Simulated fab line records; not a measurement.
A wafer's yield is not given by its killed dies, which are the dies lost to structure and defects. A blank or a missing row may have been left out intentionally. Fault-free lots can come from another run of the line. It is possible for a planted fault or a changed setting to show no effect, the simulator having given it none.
Which tool is to blame?    flow gf180mcu    12 lots, 36 wafers sampled, at 4 steps of a route of 602

## WHAT THE GAUGES READ, wafer by wafer
GF_CONTACT_BOW_MEAS_05.
lot   measured      on             CONTACT_BOW (um)
L678  day 15 11:19  film metro-02  67 70 57
L683  day 17 12:23  film metro-04  64 64 61
L687  day 19 06:44  film metro-01  61 68 71
L688  day 19 13:18  film metro-04  59 61 60
L690  day 20 03:22  film metro-02  69 55 57
L693  day 21 01:39  film metro-04  59 64 60
L694  day 21 11:16  film metro-01  62 55 75
L696  day 21 23:23  film metro-02  64 63 63
L697  day 22 07:14  film metro-02  71 64 63
L698  day 22 16:20  film metro-04  69 61 64
L699  day 22 21:56  film metro-04  69 61 62
L700  day 23 09:11  film metro-01  70 47 79

GF_M1_CD_MEAS_14: target cd 230 nm.
lot   measured      on         cd nm (nm)
L678  day 17 09:37  cd sem-02  227.1 227.3 228.0
L683  day 19 14:08  cd sem-01  229.3 228.2 229.2
L687  day 21 08:43  cd sem-01  207.2 206.7 207.4
L688  day 21 15:14  cd sem-02  206.3 207.9 206.7
L690  day 22 05:08  cd sem-02  228.7 229.1 229.1
L693  day 23 01:33  cd sem-01  229.4 228.1 229.6
L694  day 23 10:14  cd sem-02  229.4 229.0 229.6
L696  day 23 22:44  cd sem-01  230.4 229.6 230.2
L697  day 24 05:34  cd sem-01  230.4 230.5 231.0
L698  day 24 14:58  cd sem-02  233.1 230.9 231.7
L699  day 24 19:47  cd sem-02  230.4 230.9 231.5
L700  day 25 06:43  cd sem-01  231.7 230.5 231.4

## WHAT TOOL EACH LOT RAN ON (gives the tool, then ch and the chambers of the sampled wafers, and finally the start)
lot   GF_CONTACT_CMP_27              GF_M1_PEB_12
L678  cmp-02 ch 0,1,2, day 16 10:26  litho track-02 ch 0, day 17 09:16
L683  cmp-02 ch 2,3, day 18 13:19    litho track-02 ch 0, day 19 13:47
L687  cmp-02 ch 0,3, day 20 07:47    litho track-01 ch 0, day 21 08:22
L688  cmp-01 ch 1,2, day 20 14:31    litho track-01 ch 0, day 21 14:53
L690  cmp-02 ch 0,1,3, day 21 05:16  litho track-02 ch 0, day 22 04:47
L693  cmp-02 ch 1,2,3, day 22 02:37  litho track-03 ch 0, day 23 01:13
L694  cmp-02 ch 0,1, day 22 11:10    litho track-03 ch 0, day 23 09:53
L696  cmp-01 ch 0,1,2, day 23 00:10  litho track-02 ch 0, day 23 22:23
L697  cmp-02 ch 0,1,3, day 23 07:28  litho track-01 ch 0, day 24 05:13
L698  cmp-02 ch 0,1,2, day 23 16:19  litho track-02 ch 0, day 24 14:37
L699  cmp-02 ch 0,2, day 23 21:11    litho track-01 ch 0, day 24 19:28
L700  cmp-02 ch 0,1,3, day 24 08:38  litho track-02 ch 0, day 25 06:22
- GF_CONTACT_CMP_27: polishes, stops on SiO2, t overpolish 15 s, target thk 0 nm.
- GF_M1_PEB_12: peb time 90 s.

## WHAT THE TOOLS THEMSELVES READ (means of the sampled wafers that have a number; where no wafer has one, the mark that the record gives instead)
GF_CONTACT_CMP_27.
lot   tool    edge zone pressure frac  motor current A (A)  overpolish run s (s)  retaining ring pressure frac  time to endpoint s (s)
L678  cmp-02  0.999                    12.1                 15.006                0.996                         77
L683  cmp-02  0.995                    12.2                 14.995                1.001                         72
L687  cmp-02  1.002                    11.5                 15.002                1.002                         70
L688  cmp-01  1.001                    10.9                 14.998                1.004                         79
L690  cmp-02  1.003                    11.3                 14.998                1.002                         70
L693  cmp-02  0.998                    11.7                 14.999                0.996                         73
L694  cmp-02  0.996                    11.0                 15.002                1.000                         76
L696  cmp-01  1.002                    10.8                 15.002                0.993                         72
L697  cmp-02  1.005                    11.4                 14.999                0.996                         71
L698  cmp-02  1.002                    12.0                 14.998                1.001                         74
L699  cmp-02  1.002                    12.5                 15.005                1.002                         72
L700  cmp-02  1.000                    11.6                 15.002                0.996                         69

GF_M1_PEB_12.
lot   tool            heater power total W (W)  plate temp C (C)
L678  litho track-02  85.68                     134.90
L683  litho track-02  85.79                     134.94
L687  litho track-01  101.22                    153.45
L688  litho track-01  100.99                    153.65
L690  litho track-02  85.64                     134.99
L693  litho track-03  85.70                     134.83
L694  litho track-03  85.68                     135.01
L696  litho track-02  85.70                     135.03
L697  litho track-01  85.69                     135.23
L698  litho track-02  85.62                     134.91
L699  litho track-01  85.72                     134.92
L700  litho track-02  85.67                     134.99

## THE ANSWER, worked out from the rows above alone
Rule: usual is defined by the lots themselves. Put in order of their means at a reading, lots are off if they are a third of the lots or fewer, leave a main group of 4 or more, and stand apart from it by a gap of 3 or more times the standard deviation of the main group's means; of several such gaps the widest counts. A main group is skipped when, at the precision printed for the reading in the tables above, its means are all equal. A lot without any number at a reading at which 4 lots or more have one is off too. All remaining lots with rows at the step are treated as sound. Order of review: gauges by route order, followed by the tools' own readings, for which a lot's mean as printed above is used. The first step at which some lot is off is used, and at that step the reading that is off furthest; a lot without a number counts as furthest.
Off: L687, L688 (GF_M1_CD_MEAS_14, cd nm). Mean 229.8 nm and standard deviation 1.3 in the main group.
If a tool, at a process step before that reading, ran all the lots that are off and no sound lot after the first of them, it fits. Not tried: the gauges at GF_M1_CD_MEAS_14; whatever is off there is also off at GF_M1_PEB_12, on other tools, and gauge error can't account for it. Of those tried, none fits.

## WHAT THE SIMULATOR HAD INSERTED
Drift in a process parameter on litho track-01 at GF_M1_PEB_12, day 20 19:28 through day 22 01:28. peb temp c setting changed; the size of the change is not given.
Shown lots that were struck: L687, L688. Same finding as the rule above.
